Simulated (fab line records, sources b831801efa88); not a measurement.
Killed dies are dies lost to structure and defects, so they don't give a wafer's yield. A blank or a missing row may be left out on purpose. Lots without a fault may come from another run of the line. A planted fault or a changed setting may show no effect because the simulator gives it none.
fab line records | flow sky130 | part 2 of 2: steps 25 to 37 of 37
record lots=5 wafers=15 last_day=50
route steps=708 shown LI_CONTACT@379 LOCAL_INTERCONNECT@387 CONTACT@406
lots that met no fault: from a run of the same line without faults
start_h: hours from the record's first day to the start of the lot's first wafer shown | wait_h: hours since the lot's step before | " the same as in the row above | L1.1+2: a row that stands for several wafers | - no value, or no start given | * or withheld: withheld | < > ~ a bound
route shown NAME@n: a module of which the file shows steps, and the number in the route of the first | usual: mean/standard deviation of fault-free wafers | same: alike in all rows | chamber/n: place in a boat | sites: the reading at each site | _std_site: their standard deviation | _edge_site: outer sites' mean less inner sites' | radius_mm: how far each site lies from the wafer's centre | mask NAME#n: copy n | behind: the tool/chamber that last shaped the wafer | hold: why the lot was held/for how many hours/how that ended | device: the transistor (n, p or np) that didn't switch | end of line: the same wafers' tests at the end of the route | a step without rows: its recipe alone | killed: dies lost to structure and defects at the first sort, not the wafer's yield | map: a wafer's dies, x killed, . not, _ none there
set.NAME: the setting as run; set.NAME@STEP: as run at that earlier step | model.NAME: the simulator's own value behind a step, which no gauge read
lots at some steps of the route; a table a step, a row a wafer
services: from which hour (start_h, from the record's first day; less than 0 if before it) a tool's chamber was out of use, for how many hours, and why
## steps
# step SKY_LOCAL_INTERCONNECT_STRIP_16
# recipe chemistry=post_etch_residue_remover time_s=1200 temp_c=72.5
# columns lot.wafer tool chamber start_h wait_h
L079.1+3+6 wet_bench-04 3 753.69 0.1
L084.1+4+5 wet_bench-01 0 808.74 0.1
L085.1+2+4 wet_bench-04 1 815.71 0.1
L083.1+4+6 wet_bench-02 1 821.41 0.1
L096.1+2+3 wet_bench-01 3 872.49 0.1
# step SKY_LOCAL_INTERCONNECT_CLEAN_17
# recipe chemistry=IPA time_s=180 temp_c=25
# columns lot.wafer tool chamber start_h wait_h
L079.1+3+6 wet_bench-02 1 754.03 0.0
L084.1+4+5 wet_bench-02 3 809.08 0.0
L085.1+2+4 wet_bench-02 1 816.09 0.0
L083.1+4+6 wet_bench-02 2 821.76 0.0
L096.1+2+3 wet_bench-04 1 872.86 0.0
# step SKY_LOCAL_INTERCONNECT_CLEAN_18
# recipe chemistry=O3/DIW dry=n2_spin
# columns lot.wafer tool chamber start_h wait_h
L079.1+3+6 wet_bench-01 1 754.09 0.0
L084.1+4+5 wet_bench-04 0 809.14 0.0
L085.1+2+4 wet_bench-04 3 816.15 0.0
L083.1+4+6 wet_bench-02 1 821.81 0.0
L096.1+2+3 wet_bench-02 1 872.92 0.0
# step SKY_CONTACT_CVD_00
# recipe material=Si3N4 target_thk_nm=75 temp_c=400 time_s=withheld rf_w=450
# usual heater_power_w=661/96
# columns lot.wafer tool chamber start_h wait_h heater_power_w
L079.1 pecvd-04 1 754.18 0.0 553
L079.3 " 2 " " 602
L079.6 " 1 " " 528
L084.1 pecvd-04 0 809.23 0.0 626
L084.4 " 0 " " 651
L084.5 " 1 " " 558
L085.1 pecvd-04 0 816.25 0.0 753
L085.2 " 2 " " 507
L085.4 " 1 " " 620
L083.1 pecvd-04 0 821.91 0.0 667
L083.4 " 0 " " 675
L083.6 " 2 " " 585
L096.1 pecvd-03 1 873.02 0.0 778
L096.2 " 2 " " 616
L096.3 " 0 " " 718
# step SKY_CONTACT_THK_MEAS_01
# recipe reads=Si3N4_of_CONTACT_CVD_00
# usual CONTACT_CVD_00_THK=74.8/0.96
# columns lot.wafer tool chamber start_h wait_h CONTACT_CVD_00_THK[nm]
L079.1 film_metro-01 - 754.22 - 73.5
L079.3 " - " " 74.4
L079.6 " - " " 75.0
L084.1 film_metro-02 - 809.27 - 73.3
L084.4 " - " " 74.5
L084.5 " - " " 74.4
L085.1 film_metro-02 - 816.28 - 75.3
L085.2 " - " " 74.0
L085.4 " - " " 74.0
L083.1 film_metro-01 - 821.94 - 73.9
L083.4 " - " " 75.0
L083.6 " - " " 74.4
L096.1 film_metro-01 - 873.06 - 75.0
L096.2 " - " " 74.1
L096.3 " - " " 75.0
# step SKY_CONTACT_HDPCVD_02
# recipe material=SiO2 target_thk_nm=565 sigma_open_frac=0.3 time_s=89.62 temp_c=600 sih4_flow_sccm=60 pressure_mtorr=6
# columns lot.wafer tool chamber start_h wait_h
L079.1+3+6 hdpcvd-01 1,0,0 754.28 0.1
L084.1+4+5 hdpcvd-02 2,2,1 809.33 0.1
L085.1+2+4 hdpcvd-01 0,1,0 816.34 0.1
L083.1+4+6 hdpcvd-01 2,0,1 822.00 0.1
L096.1+2+3 hdpcvd-01 0,1,0 873.12 0.1
# step SKY_CONTACT_THK_MEAS_03
# recipe reads=SiO2_of_CONTACT_HDPCVD_02
# usual CONTACT_HDPCVD_THK=535/6.3
# columns lot.wafer tool chamber start_h wait_h CONTACT_HDPCVD_THK[nm]
L079.1 film_metro-02 - 754.35 0.0 539
L079.3 " - " " 543
L079.6 " - " " 541
L084.1 film_metro-01 - 809.40 0.0 547
L084.4 " - " " 539
L084.5 " - " " 538
L085.1 film_metro-03 - 816.41 0.0 533
L085.2 " - " " 525
L085.4 " - " " 537
L083.1 film_metro-02 - 822.07 0.0 541
L083.4 " - " " 539
L083.6 " - " " 535
L096.1 film_metro-03 - 873.22 0.1 545
L096.2 " - " " 528
L096.3 " - " " 542
# step SKY_CONTACT_CMP_04
# recipe material=SiO2 down_force_psi=4 platen_rpm=60 pad_velocity_m_s=0.94248
# usual motor_current_A=11.6/1 time_to_endpoint_s=72/4.6
# columns lot.wafer tool chamber start_h wait_h motor_current_A time_to_endpoint_s
L079.3 cmp-01 1 754.46 0.1 11.6 69
L079.1 " 2 " " 12.4 76
L079.6 " 0 " " 12.0 78
L084.1 cmp-02 3 809.51 0.1 9.8 75
L084.4 " 0 " " 10.3 74
L084.5 " 3 " " 9.1 72
L085.2 cmp-02 1 816.47 0.0 12.9 71
L085.1 " 3 " " 9.4 71
L085.4 " 0 " " 10.4 70
L083.1 cmp-01 0 822.18 0.1 12.1 77
L083.4 " 1 " " 11.7 72
L083.6 " 3 " " 10.7 66
L096.2 cmp-02 2 873.28 0.0 12.3 70
L096.3 " 3 " " 9.8 75
L096.1 " 0 " " 10.6 78
# step SKY_CONTACT_BOW_MEAS_05
# recipe mode=bow
# usual CONTACT_BOW=81/7.6
# columns lot.wafer tool chamber start_h wait_h CONTACT_BOW[um]
L079.1 film_metro-02 - 754.71 0.1 80
L079.3 " - " " 80
L079.6 " - " " 79
L084.1 film_metro-03 - 809.76 0.2 75
L084.4 " - " " 78
L084.5 " - " " 83
L085.1 film_metro-03 - 816.79 0.2 96
L085.2 " - " " 89
L085.4 " - " " 70
L083.1 film_metro-02 - 822.43 0.2 84
L083.4 " - " " 79
L083.6 " - " " 79
L096.1 film_metro-03 - 873.58 0.1 92
L096.2 " - " " 88
L096.3 " - " " 71
# step SKY_CONTACT_DEHYDRATE_06
# recipe temp_c=200 time_s=60
# usual exhaust_pa=45.1/0.93
# columns lot.wafer tool chamber start_h wait_h exhaust_pa
L079.1 litho_track-04 0 766.63 11.9 45.6
L079.3 " 0 " " 44.4
L079.6 " 0 " " 46.1
L084.1 litho_track-01 0 821.95 12.2 44.9
L084.4 " 0 " " 44.2
L084.5 " 0 " " 43.8
L085.1 litho_track-01 0 828.55 11.7 45.1
L085.2 " 0 " " 45.0
L085.4 " 0 " " 44.2
L083.1 litho_track-01 0 834.35 11.9 44.1
L083.4 " 0 " " 46.3
L083.6 " 0 " " 45.4
L096.1 litho_track-01 0 885.10 11.5 44.0
L096.2 " 0 " " 45.4
L096.3 " 0 " " 43.1
# step SKY_CONTACT_HMDS_07
# recipe prime_time_s=60 prime_temp_c=120
# usual exhaust_pa=44.9/0.83
# columns lot.wafer tool chamber start_h wait_h exhaust_pa
L079.1 litho_track-04 0 766.78 0.1 45.1
L079.3 " 0 " " 44.7
L079.6 " 0 " " 43.9
L084.1 litho_track-01 0 822.10 0.1 44.6
L084.4 " 0 " " 45.9
L084.5 " 0 " " 44.7
L085.1 litho_track-01 0 828.70 0.1 44.3
L085.2 " 0 " " 44.6
L085.4 " 0 " " 43.9
L083.1 litho_track-01 0 834.50 0.1 45.2
L083.4 " 0 " " 44.8
L083.6 " 0 " " 44.8
L096.1 litho_track-01 0 885.25 0.1 44.9
L096.2 " 0 " " 45.6
L096.3 " 0 " " 45.7
# step SKY_CONTACT_COAT_08
# recipe resist=BARC temp_c=withheld time_s=withheld spin_rpm=3000 resist_thk_nm=60
# usual exhaust_pa=44.8/0.97
# columns lot.wafer tool chamber start_h wait_h exhaust_pa
L079.1 litho_track-04 0 766.93 0.1 44.4
L079.3 " 0 " " 45.6
L079.6 " 0 " " 44.7
L084.1 litho_track-01 0 822.25 0.1 45.6
L084.4 " 0 " " 45.7
L084.5 " 0 " " 45.0
L085.1 litho_track-01 0 828.85 0.1 45.1
L085.2 " 0 " " 43.8
L085.4 " 0 " " 44.2
L083.1 litho_track-01 0 834.65 0.1 42.3
L083.4 " 0 " " 45.0
L083.6 " 0 " " 43.4
L096.1 litho_track-01 0 885.40 0.1 45.4
L096.2 " 0 " " 44.4
L096.3 " 0 " " 45.1
# step SKY_CONTACT_COAT_09
# recipe resist=KrF-thick spin_rpm=3000 resist_thk_nm=450
# usual exhaust_pa=45.1/0.79
# columns lot.wafer tool chamber start_h wait_h exhaust_pa
L079.1 litho_track-04 0 - - 45.8
L079.3 " 0 " " 44.9
L079.6 " 0 " " 45.0
L084.1 litho_track-01 0 - - 45.4
L084.4 " 0 " " 44.5
L084.5 " 0 " " 45.2
L085.1 litho_track-01 0 - - 45.1
L085.2 " 0 " " 44.9
L085.4 " 0 " " 45.2
L083.1 litho_track-01 0 - - 45.4
L083.4 " 0 " " 45.2
L083.6 " 0 " " 44.7
L096.1 litho_track-01 0 - - 45.4
L096.2 " 0 " " 44.5
L096.3 " 0 " " 45.0
## services
# columns tool chamber start_h hours kind
cmp-01 - 704.70 2.3 repair
hdpcvd-01 - 706.64 1.4 repair
krf_scanner-01 - 708.78 1.0 pm
rie_metal-02 0 731.47 3.8 repair
cmp-01 - 744.19 4.0 pm
krf_scanner-01 - 756.75 0.8 pm
cmp-01 - 768.06 1.1 repair
hdpcvd-01 - 768.37 0.6 repair
cmp-02 - 769.29 6.0 pm
cmp-02 - 779.28 1.5 repair
pecvd-04 0 795.49 6.6 repair
pvd_sputter-03 - 816.49 2.2 repair
pvd_sputter-02 - 821.41 2.0 repair
pvd_sputter-02 - 821.73 11.6 repair
pvd_sputter-02 - 822.40 1.7 repair
rie_metal-03 - 837.12 0.4 repair
rie_metal-03 1 840.36 15.6 repair
krf_scanner-01 - 853.98 0.6 repair
cmp-01 - 858.31 3.7 repair
cmp-01 - 862.04 4.6 pm
cmp-01 - 866.02 2.0 repair
cmp-02 - 867.57 0.9 repair
pvd_sputter-02 - 869.93 4.5 repair
cmp-01 - 875.18 1.0 repair
